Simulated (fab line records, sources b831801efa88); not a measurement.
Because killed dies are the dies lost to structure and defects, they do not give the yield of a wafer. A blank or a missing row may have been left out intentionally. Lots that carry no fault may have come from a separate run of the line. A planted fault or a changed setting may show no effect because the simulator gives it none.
Which tool did it? / flow gf180mcu / 13 lots, 39 wafers sampled, at 2 steps of a route of 602

== WHAT EACH GAUGE READ, for each wafer ==
GF_HV_LDD_CD_MEAS_19 targets a cd of 400 nm. Usual: cd_nm at 399.0 nm, with a standard deviation of 2.4.
lot=L536; measured=day 10 20:28; on=cd_sem-01; cd_nm (nm)=402.0 402.0 401.2; flag=
lot=L537; measured=day 11 00:58; on=cd_sem-02; cd_nm (nm)=399.6 399.9 396.7; flag=
lot=L538; measured=day 11 05:05; on=cd_sem-02; cd_nm (nm)=396.3 397.3 396.5; flag=
lot=L542; measured=day 12 15:28; on=cd_sem-01; cd_nm (nm)=398.5 402.1 401.1; flag=
lot=L544; measured=day 13 10:31; on=cd_sem-01; cd_nm (nm)=398.9 399.7 397.7; flag=
lot=L552; measured=day 15 20:10; on=cd_sem-02; cd_nm (nm)=400.8 398.6 398.7; flag=
lot=L553; measured=day 16 02:53; on=cd_sem-02; cd_nm (nm)=398.0 395.0 396.4; flag=
lot=L554; measured=day 16 11:46; on=cd_sem-02; cd_nm (nm)=396.8 397.6 399.7; flag=
lot=L555; measured=day 16 20:42; on=cd_sem-01; cd_nm (nm)=396.0 398.6 397.9; flag=
lot=L556; measured=day 17 03:04; on=cd_sem-01; cd_nm (nm)=399.1 399.0 398.8; flag=
lot=L557; measured=day 17 13:12; on=cd_sem-02; cd_nm (nm)=396.7 398.2 396.8; flag=
lot=L558; measured=day 18 06:36; on=cd_sem-01; cd_nm (nm)=395.6 395.7 395.2; flag=
lot=L559; measured=day 18 08:36; on=cd_sem-01; cd_nm (nm)=400.8 402.7 401.0; flag=

GF_HV_LDD_CD_MEAS_31 targets a cd of 400 nm. Usual: cd_nm at 399.3 nm, with a standard deviation of 2.
lot=L536; measured=day 11 15:03; on=cd_sem-01; cd_nm (nm)=398.2 397.1 399.8; flag=
lot=L537; measured=day 11 19:40; on=cd_sem-02; cd_nm (nm)=399.6 401.3 401.6; flag=
lot=L538; measured=day 11 23:10; on=cd_sem-01; cd_nm (nm)=397.5 396.3 395.7; flag=
lot=L542; measured=day 13 11:42; on=cd_sem-01; cd_nm (nm)=398.5 399.5 400.1; flag=
lot=L544; measured=day 14 07:33; on=cd_sem-02; cd_nm (nm)=397.4 397.1 396.6; flag=
lot=L552; measured=day 16 18:48; on=cd_sem-01; cd_nm (nm)=403.3 400.3 400.3; flag=
lot=L553; measured=day 17 01:29; on=cd_sem-02; cd_nm (nm)=401.1 399.5 398.6; flag=
lot=L554; measured=day 17 10:36; on=cd_sem-02; cd_nm (nm)=399.2 398.5 400.1; flag=
lot=L555; measured=day 17 20:09; on=cd_sem-02; cd_nm (nm)=405.0 403.5 400.6; flag=
lot=L556; measured=day 18 01:54; on=cd_sem-02; cd_nm (nm)=399.7 398.9 401.3; flag=
lot=L557; measured=day 18 12:33; on=cd_sem-01; cd_nm (nm)=397.6 397.0 400.3; flag=
lot=L558; measured=day 19 06:30; on=cd_sem-01; cd_nm (nm)=398.0 397.9 398.5; flag=
lot=L559; measured=day 19 08:27; on=cd_sem-02; cd_nm (nm)=399.2 398.1 398.8; flag=

== WHAT TOOL EACH LOT RAN ON (gives the tool, then ch and the chambers of the sampled wafers, and finally the start) ==
There is no process step in the record ahead of these readings.

== WHAT THE TOOLS THEMSELVES READ (means of the sampled wafers that have a number; where no wafer has one, the mark that the record gives instead) ==
The record holds no such reading with a usual standard deviation.

== THE ANSWER, worked out from the rows above alone ==
Rule: a lot is off if the mean of its wafers that have a number lies more than 3 standard deviations from the usual mean. Also off: a lot with no number at a reading for which 4 or more lots have one. Where the step has rows for the other lots, those lots are counted as sound. After the gauges, taken in route order, come the tools' own readings; for these a lot's mean is taken, as printed above. The first step at which some lot is off is used, and at that step the reading that is off furthest; a lot without a number counts as furthest.
No lot is off at any reading shown: from this, nothing can be told.

== WHAT THE SIMULATOR HAD PUT IN ==
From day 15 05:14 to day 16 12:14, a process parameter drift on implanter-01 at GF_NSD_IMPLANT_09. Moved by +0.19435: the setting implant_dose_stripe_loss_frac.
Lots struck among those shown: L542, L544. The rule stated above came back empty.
